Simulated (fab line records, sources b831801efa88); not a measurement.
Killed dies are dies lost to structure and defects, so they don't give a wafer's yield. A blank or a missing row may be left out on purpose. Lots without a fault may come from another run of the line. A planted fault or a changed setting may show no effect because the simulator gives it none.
A struck lot beside a sound one | flow sfq_line | 31 steps out of a route of 325
Sound: wafers L259.2, L259.3, L259.4. Struck: wafer L271.4. (L271.5 of the same lot was not struck and is left out.) The cause comes at the end.
At each step with rows: each side's tool, then ch and its chambers, then its first start. Under that, the readings that differ: sound wafers | struck wafers | difference of the means | sigmas: that difference in standard deviations of wafers without a fault.
alike: readings whose means differ by less than 2 such deviations, and words and numbers that are the same on both sides. not compared: withheld readings, readings that some wafer has no value for, bounds like >300 that may hide the same value, and numbers for which the record gives no deviation and whose values overlap.
The two part at a step that has a row with sigmas, a row that says differs or no value, or rows on one side only. Numbers that don't overlap but have no deviation are shown without sigmas and don't part them. A reading that every wafer of one side lacks parts them only if that side has two wafers or more.

SFQ_INCOMING_BOW_MEAS_900:
  sound on film_metro-03, day 2 21:01; struck on film_metro-04, day 5 09:04
  alike: INCOMING_BOW
then, 1 step without rows for these wafers: SFQ_TRILAYER_INCOMING_OXIDATION_002 (target thk 500 nm, ox time 4939 s).
SFQ_TRILAYER_L0_DEP_SPUTTER_003: material MoNx KI, target thk 40 nm, time 100 s.
  sound on pvd_sputter-05, day 2 23:29; struck on pvd_sputter-03, day 5 11:29
  reading                                                  | sound             | struck | difference | sigmas
  model.MoNx_KI_of_TRILAYER_L0_DEP_SPUTTER_003.thk_nm (nm) | 39.73 40.21 39.87 | 25.83  | -14.11     |
  alike: throttle_valve_pct
SFQ_L0_RS_MEAS_901: measures by four-point-probe.
  sound on film_metro-02, day 2 23:35; struck on film_metro-01, day 5 11:55
  reading                | sound          | struck | difference | sigmas
  L0_MONX_KI_RS (ohm/sq) | 43.9 43.2 43.6 | 67.4   | +23.8      | +49
  not compared: hold
SFQ_L0_THK_MEAS_902: measures by xrf.
  sound on film_metro-02, day 2 23:41; struck on film_metro-01, day 5 14:48
  reading             | sound          | struck | difference | sigmas
  L0_MONX_KI_THK (nm) | 39.6 39.9 39.6 | 25.9   | -13.8      | -29
  not compared: hold
then, 5 steps without rows for these wafers: SFQ_TRILAYER_L0_LITHO_COAT_005 (resist thk 600 nm); SFQ_TRILAYER_L0_LITHO_SOFTBAKE_009; SFQ_TRILAYER_L0_LITHO_EXPOSE_006 (exposes mask L0, target cd 2000 nm); SFQ_TRILAYER_L0_LITHO_PEB_008 (peb time 60 s); SFQ_TRILAYER_L0_LITHO_DEVELOP_007 (time 60 s).
-- the record jumps here: 3 days lie between the struck wafers' starts before and after --
SFQ_TRILAYER_L0_BARC_OPEN_METAL_ETCH_010: etches BARC in O2, target depth 125 nm, time 41.7 s.
  sound on rie_metal-03 ch 0,1, day 5 15:32; struck on rie_metal-02 ch 1, day 8 18:45
  alike: drypump_motor_current_A, oes_product_au
  not compared: rf_hours_counter_h
SFQ_TRILAYER_L0_ETCH_METAL_ETCH_008: etches MoNx KI in SF6/O2, stops on SiO2, target depth 50 nm, time 25 s.
  sound on rie_metal-03 ch 0,1, day 5 15:35; struck on rie_metal-02 ch 1, day 8 18:49
  reading               | sound             | struck | difference | sigmas
  oes_product_au (a.u.) | 0.870 0.876 0.874 | 0.685  | -0.188     | -26
  alike: drypump_motor_current_A
  not compared: rf_hours_counter_h
SFQ_TRILAYER_L0_STRIP_STRIP_009: strips in O2.
  sound on rie_metal-03 ch 0,1, day 5 15:38; struck on rie_metal-02 ch 1, day 8 19:02
  reading           | sound             | struck | difference | sigmas
  platen_temp_c (C) | 39.98 40.05 39.94 | 39.75  | -0.24      | -2
  alike: drypump_motor_current_A, oes_product_au
  not compared: rf_hours_counter_h
then, 1 step without rows for these wafers: SFQ_TRILAYER_L0_STRIP_SOLV_CLEAN_010 (cleans in NMP, time 600 s).
SFQ_TRILAYER_L0_CAP_PECVD_011: deposits SiO2 from SiH4/N2O, time 13.333 s, target thk 60 nm.
  sound on pecvd-03 ch 0,1,2, day 5 16:25; struck on pecvd-02 ch 1, day 8 19:38
  reading            | sound    | struck | difference | sigmas
  heater_power_w (W) | 90 70 99 | 54     | -32        | -2
  alike: throttle_valve_pct
then, 6 steps without rows for these wafers: SFQ_TRILAYER_L0_VIA_LITHO_COAT_018 (resist thk 62 nm); SFQ_TRILAYER_L0_VIA_LITHO_COAT_013 (resist thk 650 nm); SFQ_TRILAYER_L0_VIA_LITHO_SOFTBAKE_017; SFQ_TRILAYER_L0_VIA_LITHO_EXPOSE_014 (exposes mask L0V, target cd 700 nm); SFQ_TRILAYER_L0_VIA_LITHO_PEB_016 (peb time 60 s); SFQ_TRILAYER_L0_VIA_LITHO_DEVELOP_015 (time 60 s).
-- the record jumps here: 4 days lie between the struck wafers' starts before and after --
SFQ_L0V_OVL_MEAS_903:
  sound on overlay-01, day 9 00:44; struck on overlay-02, day 12 13:31
  alike: L0V_OVL
SFQ_TRILAYER_L0_VIA_BARC_OPEN_VIA_ETCH_021: etches BARC in O2, target depth 125 nm, time 41.7 s.
  sound on rie_diel-02 ch 0,2,3, day 9 00:46; struck on rie_diel-02 ch 1, day 12 13:31
  reading                | sound  | struck | difference | sigmas
  rf_hours_counter_h (h) | 7 10 3 | 120    | +113       |
  alike: drypump_motor_current_A, oes_product_au
then, 4 steps without rows for these wafers: SFQ_TRILAYER_L0_VIA_ETCH_VIA_ETCH_016 (etches SiO2 in CHF3, stops on MoNx KI, target depth 80 nm); SFQ_TRILAYER_L0_VIA_STRIP_STRIP_017 (strips in O2); SFQ_TRILAYER_L0_VIA_STRIP_SOLV_CLEAN_018 (cleans in NMP, time 600 s); SFQ_TRILAYER_M0_DEP_PRE_CLEAN_020 (time 15 s).
SFQ_TRILAYER_M0_DEP_SPUTTER_019: material Nb, target thk 200 nm, time 133.3 s.
  sound on pvd_sputter-05, day 9 01:40; struck on pvd_sputter-06, day 12 15:01
  alike: throttle_valve_pct
SFQ_M0_RS_MEAS_904: measures by four-point-probe.
  sound on film_metro-03, day 9 01:46; struck on film_metro-03, day 12 15:10
  alike: M0_NB_RS
then, 1 step without rows for these wafers: SFQ_TRILAYER_M0_LITHO_COAT_026 (resist thk 62 nm).
-- the record jumps here: 70 days lie between the struck wafers' starts before and after --
SFQ_M8_BOW_MEAS_951:
  sound on film_metro-04, day 73 18:29; struck on film_metro-01, day 83 02:05
  reading                  | sound             | struck | difference | sigmas
  model.etest.l0.ohm_sq    | 43.8 43.28 43.64  | 67.37  | +23.80     |
  model.etest.l0v.link_ohm | 44.72 44.21 44.57 | 68.29  | +23.79     |
  model.etest.l0.ohm_um    | 21.91 21.64 21.81 | 33.68  | +11.89     |
  alike: M8_BOW

WHERE THEY PART
First at SFQ_L0_RS_MEAS_901; last, within this record, at SFQ_TRILAYER_L0_CAP_PECVD_011. Later steps at which nothing parts them and some readings are alike: SFQ_L0V_OVL_MEAS_903, SFQ_TRILAYER_L0_VIA_BARC_OPEN_VIA_ETCH_021, SFQ_TRILAYER_M0_DEP_SPUTTER_019, SFQ_M0_RS_MEAS_904, SFQ_M8_BOW_MEAS_951.

WHY: what the simulator had put in
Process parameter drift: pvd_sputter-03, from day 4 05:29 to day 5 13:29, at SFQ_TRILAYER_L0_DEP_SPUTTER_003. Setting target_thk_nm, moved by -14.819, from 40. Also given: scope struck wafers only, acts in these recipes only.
